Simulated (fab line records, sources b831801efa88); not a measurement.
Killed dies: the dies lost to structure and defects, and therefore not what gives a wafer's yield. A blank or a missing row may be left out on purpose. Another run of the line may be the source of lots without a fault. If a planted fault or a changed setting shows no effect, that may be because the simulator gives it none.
2 desks, one fault    flow sky130    only its own numbers are on each desk; what lay behind them is given at the end

## METROLOGY DESK
What the gauges read, lot by lot, whatever tool the lot ran on: means of the sampled wafers that have a number. The brackets show how far a lot's mean lies from the usual mean; more than 4 standard deviations puts the lot out of limits, marked OUT.
Columns: A = LI_CONTACT_HDPCVD_THK at SKY_LI_CONTACT_THK_MEAS_01, usual 928 nm; B = LI_CONTACT_OVL at SKY_LI_CONTACT_OVL_MEAS_13, usual -2 nm
lot   first seen here  A               B
L290  day 27 13:18     935             -1
L294  day 29 12:11     921             -6
L299  day 31 00:28     988 (+6.7) OUT  -6
L304  day 32 17:12     933             -1
L305  day 33 02:14     939             0
L306  day 33 10:03     914             -9
L307  day 33 17:17     928             -0
L309  day 34 13:51     920             0
L310  day 34 15:41     937             2
L311  day 34 22:14     922             -6
L313  day 36 11:33     935             1
L312  day 36 13:25     931             -5
This desk's finding: out of limits on L299; first on L299, day 31 00:28 (LI_CONTACT_HDPCVD_THK at SKY_LI_CONTACT_THK_MEAS_01). L290, L294, L304, L305, L306, L307, L309, L310, L311, L313, L312 stayed within limits.

## FOR THE TOOL OWNER'S DESK: hdpcvd-01
The tool's own readings at SKY_LI_CONTACT_HDPCVD_00 (deposits PSG, target thk 930 nm, time 155 s): means of the sampled wafers that have a number, for each lot that ran on this tool. The brackets show how far a lot's mean lies from the usual mean; more than 4 standard deviations puts the lot out of limits, marked OUT.
Columns: A = sih4_flow_sccm at SKY_LI_CONTACT_HDPCVD_00, usual 60.00 sccm
lot   first seen here  A
L290  day 27 13:10     60.11
L299  day 31 00:22     63.96 (+23) OUT
L307  day 33 17:10     60.13
L309  day 34 13:45     60.20
L313  day 36 11:26     60.18
This desk's verdict: out of limits on L299, starting with L299 at day 31 00:22 (sih4_flow_sccm at SKY_LI_CONTACT_HDPCVD_00). L290, L307, L309, L313 stayed within limits.

## PUT TOGETHER
At day 31 00:22, on L299, the tool owner's desk was in a position to raise an alarm.
The metrology desk could have raised an alarm at day 31 00:28, on L299.
The lots listed all ran SKY_LI_CONTACT_HDPCVD_00 on hdpcvd-01.

## WHAT THE SIMULATOR HAD INSERTED
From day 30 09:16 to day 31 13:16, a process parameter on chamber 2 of hdpcvd-01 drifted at SKY_LI_CONTACT_HDPCVD_00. Setting sih4_flow_sccm, moved by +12, from 60. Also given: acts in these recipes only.
Struck lots among those shown: L299.
Fault start to first reading out of limits, in hours, per desk: tool owner, 15; metrology, 15.
